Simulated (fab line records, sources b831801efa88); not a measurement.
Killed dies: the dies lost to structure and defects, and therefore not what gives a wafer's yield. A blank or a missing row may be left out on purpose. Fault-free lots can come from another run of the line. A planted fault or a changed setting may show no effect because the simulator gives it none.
fab line records ; flow sky130
[record] lots = 13; wafers = 39; last-day = 50
route steps=708 shown FIELD_ISO@3 NWELL@68 PAD_OPEN@708
lots untouched by any fault: they come from a run of this same line in which no faults occurred
start-h: hours from the record's opening day to when the first of the lot's shown wafers began ; wait-h: hours elapsed since this lot's preceding step ; " same as the row above ; L1.1+2: a row that stands for several wafers ; - no value, or no start given ; * or withheld: withheld ; < > ~ a bound
route shown NAME@n: NAME is a module with steps in the file, n the number in the route of the first one ; usual: mean/standard deviation of fault-free wafers ; same: alike in all rows ; chamber/n: place in a boat ; sites: per-site readings ; _std_site: the standard deviation of these ; _edge_site: inner sites' mean taken away from outer sites' mean ; radius-mm: for every site, how far away it sits from the centre of the wafer ; mask NAME#n: copy n ; behind: tool/chamber where the wafer was last shaped ; hold: why the lot went on hold/how many hours it stayed there/how the hold came to an end ; device: names the non-switching transistor (n, p or np) ; end of line: the tests these same wafers got at the end of their route ; for a step that has no rows: nothing shown but its recipe ; killed: dies lost to structure and defects at the first sort, not the wafer's yield ; map: per-die view of a wafer (x killed, . not killed, _ where there is no die)
set.NAME: the setting as run; set.NAME@STEP: as run at that earlier step ; model.NAME: the simulator's own value behind a step, which no gauge read
the route's steps for a sample of lots (tables are steps, rows are wafers)
services: from which hour (start-h, from the record's first day; less than 0 if before it) a tool's chamber was out of use, for how many hours, and why
[[steps]]
[step SKY_FIELD_ISO_THK_MEAS_02]
[recipe] reads = SiO2_of_FIELD_ISO_OXIDATION_01
[usual] FIELD_ISO_OXIDATION_00_THK = 12.03/0.23
lot.wafer;tool;chamber;start-h;wait-h;FIELD_ISO_OXIDATION_00_THK[nm]
L499.3;film-metro-02;-;13.51;0.0;11.87
L499.4;film-metro-02;-;13.51;0.0;11.87
L499.6;film-metro-02;-;13.51;0.0;11.64
L500.1;film-metro-01;-;19.16;0.0;12.15
L500.3;film-metro-01;-;19.16;0.0;12.08
L500.4;film-metro-01;-;19.16;0.0;12.07
L501.4;film-metro-04;-;21.97;0.0;11.95
L501.5;film-metro-04;-;21.97;0.0;12.03
L501.6;film-metro-04;-;21.97;0.0;12.05
L503.2;film-metro-01;-;31.64;0.0;12.30
L503.4;film-metro-01;-;31.64;0.0;11.80
L503.5;film-metro-01;-;31.64;0.0;12.07
L504.1;film-metro-02;-;36.63;0.0;12.28
L504.2;film-metro-02;-;36.63;0.0;12.10
L504.3;film-metro-02;-;36.63;0.0;12.27
L505.1;film-metro-01;-;41.63;0.0;12.15
L505.2;film-metro-01;-;41.63;0.0;12.27
L505.4;film-metro-01;-;41.63;0.0;12.20
L506.1;film-metro-02;-;46.63;0.0;11.70
L506.2;film-metro-02;-;46.63;0.0;11.84
L506.4;film-metro-02;-;46.63;0.0;11.79
L507.1;film-metro-02;-;53.09;0.0;11.95
L507.4;film-metro-02;-;53.09;0.0;11.83
L507.6;film-metro-02;-;53.09;0.0;11.84
L509.2;film-metro-01;-;61.64;0.0;11.81
L509.4;film-metro-01;-;61.64;0.0;11.88
L509.5;film-metro-01;-;61.64;0.0;12.02
L517.1;film-metro-01;-;101.63;0.0;11.69
L517.2;film-metro-01;-;101.63;0.0;12.04
L517.5;film-metro-01;-;101.63;0.0;11.95
L518.1;film-metro-04;-;106.63;0.0;12.03
L518.2;film-metro-04;-;106.63;0.0;12.06
L518.6;film-metro-04;-;106.63;0.0;11.94
L520.1;film-metro-02;-;119.70;0.0;11.89
L520.4;film-metro-02;-;119.70;0.0;11.88
L520.6;film-metro-02;-;119.70;0.0;11.74
L521.1;film-metro-02;-;121.63;0.0;11.76
L521.3;film-metro-02;-;121.63;0.0;11.79
L521.6;film-metro-02;-;121.63;0.0;11.67
[step SKY_FIELD_ISO_ETCH_17]
[recipe] target-depth-a = 3420; mask-material = Si3N4; chemistry = HBr/Cl2/O2; target = Si; taper-deg = 5; icp-w = 600; bias-w = 150; pressure-mtorr = 15; HBr_flow_sccm = 150; Cl2_flow_sccm = 40; O2_flow_sccm = 6; time-s = 97.7
[usual] bias-w = 150.0/0.43; drypump-motor-current-A = 5.8/0.42; oes-product-au = 0.998/0.012; rf-fwd-power-W = 595.8/2.2; throttle-valve-pct = 25.657/0.011
lot.wafer;tool;chamber;start-h;wait-h;bias-w;drypump-motor-current-A;oes-product-au;rf-fwd-power-W;rf-hours-counter-h;throttle-valve-pct
L501.4;rie-si-01;2;44.59;0.0;150.7;6.2;0.975;598.6;54;25.656
L501.5;rie-si-01;1;44.59;0.0;149.9;6.3;1.008;595.5;-;25.656
L501.6;rie-si-01;2;44.59;0.0;150.6;6.2;0.979;597.3;-;25.679
L500.1;rie-si-02;2;44.82;0.1;149.7;5.0;1.007;598.8;83;25.663
L500.3;rie-si-02;0;44.82;0.1;150.4;5.6;1.007;597.2;2;25.665
L500.4;rie-si-02;2;44.82;0.1;150.1;5.0;1.024;596.0;-;25.632
L499.3;rie-si-01;2;44.94;0.0;149.6;6.2;0.973;598.5;54;25.674
L499.4;rie-si-01;1;44.94;0.0;150.0;6.3;1.011;593.1;109;25.650
L499.6;rie-si-01;3;44.94;0.0;149.7;5.8;1.004;594.1;-;25.671
L503.2;rie-si-02;1;54.29;0.1;149.6;5.6;0.992;595.8;87;25.667
L503.4;rie-si-02;2;54.29;0.1;149.6;5.0;1.006;596.5;-;25.656
L503.5;rie-si-02;0;54.29;0.1;150.4;5.6;1.015;593.5;-;25.640
L504.1;rie-si-01;0;60.17;0.1;149.3;5.5;0.999;603.0;62;25.659
L504.2;rie-si-01;3;60.17;0.1;149.8;5.8;0.989;596.5;63;25.656
L504.3;rie-si-01;2;60.17;0.1;150.4;6.2;0.982;598.6;54;25.676
L505.1;rie-si-01;1;60.25;0.1;150.0;6.3;1.024;594.8;110;25.662
L505.2;rie-si-01;2;60.25;0.1;149.8;6.2;0.981;594.8;54;25.678
L505.4;rie-si-01;3;60.25;0.1;150.7;5.8;0.994;596.8;63;25.658
L506.1;rie-si-01;3;69.57;0.1;150.3;5.8;0.993;591.7;63;25.645
L506.2;rie-si-01;2;69.57;0.1;149.0;6.2;0.990;594.0;55;25.661
L506.4;rie-si-01;1;69.57;0.1;150.0;6.3;1.004;596.3;110;25.638
L507.1;rie-si-01;3;75.04;0.1;150.2;5.8;0.996;591.0;63;25.660
L507.4;rie-si-01;0;75.04;0.1;150.3;5.5;1.000;598.6;63;25.662
L507.6;rie-si-01;2;75.04;0.1;149.8;6.2;0.984;596.5;-;25.678
L509.2;rie-si-01;1;81.47;0.1;149.7;6.3;1.003;593.2;110;25.662
L509.4;rie-si-01;2;81.47;0.1;150.2;6.2;0.989;594.6;55;25.669
L509.5;rie-si-01;1;81.47;0.1;149.8;6.3;1.008;592.8;-;25.636
L517.1;rie-si-02;2;124.49;0.1;149.8;5.0;1.005;595.8;84;25.651
L517.2;rie-si-02;0;124.49;0.1;150.4;5.6;1.068;595.7;3;25.609
L517.5;rie-si-02;0;124.49;0.1;150.3;5.5;1.081;596.1;-;25.624
L518.1;rie-si-01;2;130.34;0.1;150.6;6.2;0.983;598.2;55;25.674
L518.2;rie-si-01;1;130.34;0.1;149.4;6.3;0.997;595.8;110;25.652
L518.6;rie-si-01;1;130.34;0.1;149.9;6.4;1.001;596.2;-;25.668
L520.1;rie-si-01;0;142.37;0.1;149.8;5.5;0.993;597.7;63;25.654
L520.4;rie-si-01;1;142.37;0.1;150.5;6.4;1.009;597.0;110;25.641
L520.6;rie-si-01;0;142.37;0.1;150.4;5.5;0.997;597.2;-;25.652
L521.1;rie-si-01;3;148.84;0.1;150.8;5.8;0.985;595.3;64;25.670
L521.3;rie-si-01;1;148.84;0.1;150.6;6.4;1.005;595.1;110;25.653
L521.6;rie-si-01;3;148.84;0.1;150.3;5.8;0.987;593.1;-;25.670
[step SKY_NWELL_TW_MEAS_15]
[usual] NWELL_TW = 1831/12
lot.wafer;tool;chamber;start-h;wait-h;NWELL_TW
L501.4;film-metro-03;-;98.92;0.1;1828
L501.5;film-metro-03;-;98.92;0.1;1824
L501.6;film-metro-03;-;98.92;0.1;1805
L500.1;film-metro-03;-;103.00;0.1;1830
L500.3;film-metro-03;-;103.00;0.1;1832
L500.4;film-metro-03;-;103.00;0.1;1821
L499.3;film-metro-01;-;103.52;0.1;1846
L499.4;film-metro-01;-;103.52;0.1;1843
L499.6;film-metro-01;-;103.52;0.1;1842
L503.2;film-metro-01;-;114.36;0.1;1842
L503.4;film-metro-01;-;114.36;0.1;1848
L503.5;film-metro-01;-;114.36;0.1;1838
L505.1;film-metro-01;-;119.29;0.1;1844
L505.2;film-metro-01;-;119.29;0.1;1842
L505.4;film-metro-01;-;119.29;0.1;1837
L504.1;film-metro-03;-;119.50;0.1;1824
L504.2;film-metro-03;-;119.50;0.1;1829
L504.3;film-metro-03;-;119.50;0.1;1832
L506.1;film-metro-04;-;127.84;0.1;1803
L506.2;film-metro-04;-;127.84;0.1;1810
L506.4;film-metro-04;-;127.84;0.1;1831
L507.1;film-metro-04;-;134.45;0.1;1818
L507.4;film-metro-04;-;134.45;0.1;1819
L507.6;film-metro-04;-;134.45;0.1;1815
L509.2;film-metro-01;-;141.61;0.1;1842
L509.4;film-metro-01;-;141.61;0.1;1844
L509.5;film-metro-01;-;141.61;0.1;1846
L517.1;film-metro-03;-;191.79;0.1;1824
L517.2;film-metro-03;-;191.79;0.1;1829
L517.5;film-metro-03;-;191.79;0.1;1839
L518.1;film-metro-03;-;197.39;0.1;1844
L518.2;film-metro-03;-;197.39;0.1;1847
L518.6;film-metro-03;-;197.39;0.1;1851
L520.1;film-metro-04;-;211.80;0.1;1807
L520.4;film-metro-04;-;211.80;0.1;1810
L520.6;film-metro-04;-;211.80;0.1;1813
L521.1;film-metro-03;-;220.54;0.1;1834
L521.3;film-metro-03;-;220.54;0.1;1827
L521.6;film-metro-03;-;220.54;0.1;1836
[step SKY_NWELL_RTA_28]
[recipe] temp-c = 1050; time-s = 30; idle-temp-c = 650; ramp-up-c-per-s = 150; ramp-down-c-per-s = 90; ambient = N2
[usual] lamp-power-pct = 25.30/0.048; wafer_temp_C_max = 1054.8/0.88
lot.wafer;tool;chamber;start-h;wait-h;lamp-power-pct;wafer_temp_C_max
L501.4;rtp-anneal-01;0;117.06;0.1;25.34;1054.3
L501.5;rtp-anneal-01;0;117.06;0.1;25.26;1053.7
L501.6;rtp-anneal-01;0;117.06;0.1;25.32;1054.0
L500.1;rtp-anneal-02;0;121.17;0.0;25.27;1052.9
L500.3;rtp-anneal-02;0;121.17;0.0;25.28;1054.6
L500.4;rtp-anneal-02;0;121.17;0.0;25.30;1055.0
L499.3;rtp-anneal-01;0;121.65;0.0;25.30;1054.7
L499.4;rtp-anneal-01;0;121.65;0.0;25.33;1055.6
L499.6;rtp-anneal-01;0;121.65;0.0;25.34;1056.5
L503.2;rtp-anneal-01;0;133.28;0.0;25.27;1053.6
L503.4;rtp-anneal-01;0;133.28;0.0;25.32;1054.2
L503.5;rtp-anneal-01;0;133.28;0.0;25.29;1054.8
L505.1;rtp-anneal-02;0;138.17;0.0;25.40;1055.0
L505.2;rtp-anneal-02;0;138.17;0.0;25.25;1054.0
L505.4;rtp-anneal-02;0;138.17;0.0;25.29;1055.5
L504.1;rtp-anneal-01;0;138.56;0.0;25.40;1054.8
L504.2;rtp-anneal-01;0;138.56;0.0;25.29;1054.1
L504.3;rtp-anneal-01;0;138.56;0.0;25.28;1054.1
L506.1;rtp-anneal-01;0;146.66;0.0;25.34;1055.2
L506.2;rtp-anneal-01;0;146.66;0.0;25.32;1054.1
L506.4;rtp-anneal-01;0;146.66;0.0;25.23;1056.1
L507.1;rtp-anneal-02;0;153.87;0.0;25.33;1053.8
L507.4;rtp-anneal-02;0;153.87;0.0;25.30;1053.4
L507.6;rtp-anneal-02;0;153.87;0.0;25.38;1054.4
L509.2;rtp-anneal-01;0;162.27;0.0;25.23;1055.8
L509.4;rtp-anneal-01;0;162.27;0.0;25.31;1055.2
L509.5;rtp-anneal-01;0;162.27;0.0;25.29;1054.7
L517.1;rtp-anneal-02;0;213.37;0.0;25.29;1053.3
L517.2;rtp-anneal-02;0;213.37;0.0;25.19;1054.4
L517.5;rtp-anneal-02;0;213.37;0.0;25.35;1054.4
L518.1;rtp-anneal-01;0;219.31;0.0;25.25;1054.3
L518.2;rtp-anneal-01;0;219.31;0.0;25.31;1054.6
L518.6;rtp-anneal-01;0;219.31;0.0;25.33;1054.5
L520.1;rtp-anneal-02;0;234.01;0.0;25.23;1055.1
L520.4;rtp-anneal-02;0;234.01;0.0;25.22;1057.6
L520.6;rtp-anneal-02;0;234.01;0.0;25.32;1055.2
L521.1;rtp-anneal-02;0;243.45;0.0;25.35;1054.6
L521.3;rtp-anneal-02;0;243.45;0.0;25.32;1054.5
L521.6;rtp-anneal-02;0;243.45;0.0;25.34;1056.2
[step SKY_PAD_OPEN_PROBE_99]
[usual] killed_at_M0_to_M3 = 43/7.5; killed_at_M4_up = 3.0/1.6; killed-at-contacts = 23/5.8; killed-at-front-end = 14/4.8; killed-at-other = 0.3/0.52; killed-dies = 84/9.1; killed-open = 47/7.2; killed-short = 37/5.8
[same] gross-dies = 492; killed-at-back-side = 0
lot.wafer;tool;chamber;start-h;wait-h;killed_at_M0_to_M3;killed_at_M4_up;killed-at-contacts;killed-at-front-end;killed-at-other;killed-dies;killed-open;killed-short
L518.1;prober-01;-;1183.98;0.1;50;2;19;7;1;79;51;28
L518.2;prober-01;-;1184.03;0.1;50;4;18;10;0;82;40;42
L518.6;prober-01;-;1184.23;0.2;45;0;21;12;1;79;46;33
// killed by level:class
L518.1 VIA1:geometric-particle:open=15 VIA3:geometric-particle:open=9 CONTACT:geometric-particle:open=8 VIA2:geometric-particle:open=7 VIA1:geometric-particle:short=7 LI_CONTACT:geometric-particle:open=6 FIELD_ISO:geometric-particle:open=3 LI_CONTACT:geometric-particle:short=3
L518.2 VIA1:geometric-particle:open=16 METAL1:geometric-particle:short=6 LI_CONTACT:geometric-particle:open=5 VIA3:geometric-particle:open=5 FIELD_ISO:geometric-particle:short=4 VIA2:geometric-particle:short=4 LI_CONTACT:geometric-particle:short=4 VIA1:geometric-particle:short=4
L518.6 VIA1:geometric-particle:open=13 VIA2:geometric-particle:open=7 LI_CONTACT:geometric-particle:open=6 VIA1:geometric-particle:short=6 CONTACT:geometric-particle:open=5 METAL2:geometric-particle:short=5 FIELD_ISO:geometric-particle:short=4 POLY_GATE:geometric-particle:open=4
[[services]]
tool;chamber;start-h;hours;kind
rie-si-02;3;43.95;-;clean
rie-si-02;3;43.95;18.5;scheduled-down
rie-si-02;3;43.95;18.5;vent-cycle
rie-si-02;-;59.53;2.8;pm
rtp-anneal-02;-;70.18;7.6;pm
rie-si-01;-;82.16;0.4;repair
rtp-anneal-01;-;94.85;3.7;pm
rie-si-01;1;105.76;3.3;repair
rie-si-02;-;160.78;1.6;repair
rtp-anneal-01;-;175.03;11.2;pm
rie-si-02;0;176.13;7.8;repair
[[key]]
[first-sign] step = SKY_FIELD_ISO_ETCH_17; reading = oes-product-au; direction = up; sigmas = 6.1; usual = 0.998; struck = 1.074
[effect] step = SKY_FIELD_ISO_ETCH_17; reading = throttle-valve-pct; direction = down; sigmas = 3.6; usual = 25.657; struck = 25.617
met-at SKY_FIELD_ISO_ETCH_17
struck-lots L517
struck-wafers L517.2,L517.5
tester-left-out L517
not-acting-at SKY_FIELD_ISO_THK_MEAS_02,SKY_NWELL_TW_MEAS_15,SKY_NWELL_RTA_28
onset-between 54.29 124.49
[fault] kind = process-parameter-drift; tool = rie-si-02; chamber = 0; onset-h = 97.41; steps = SKY_FIELD_ISO_ETCH_17; channel = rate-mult; offset = 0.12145; shape = step; end-h = 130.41
// tester-left-out: of these lots the tester's yield and bins aren't shown, on N5 and GAA mostly nor the transistor test; their killed dies are dies lost to structure and defects alone, not to doping, threshold or leakage, so they don't give the yield
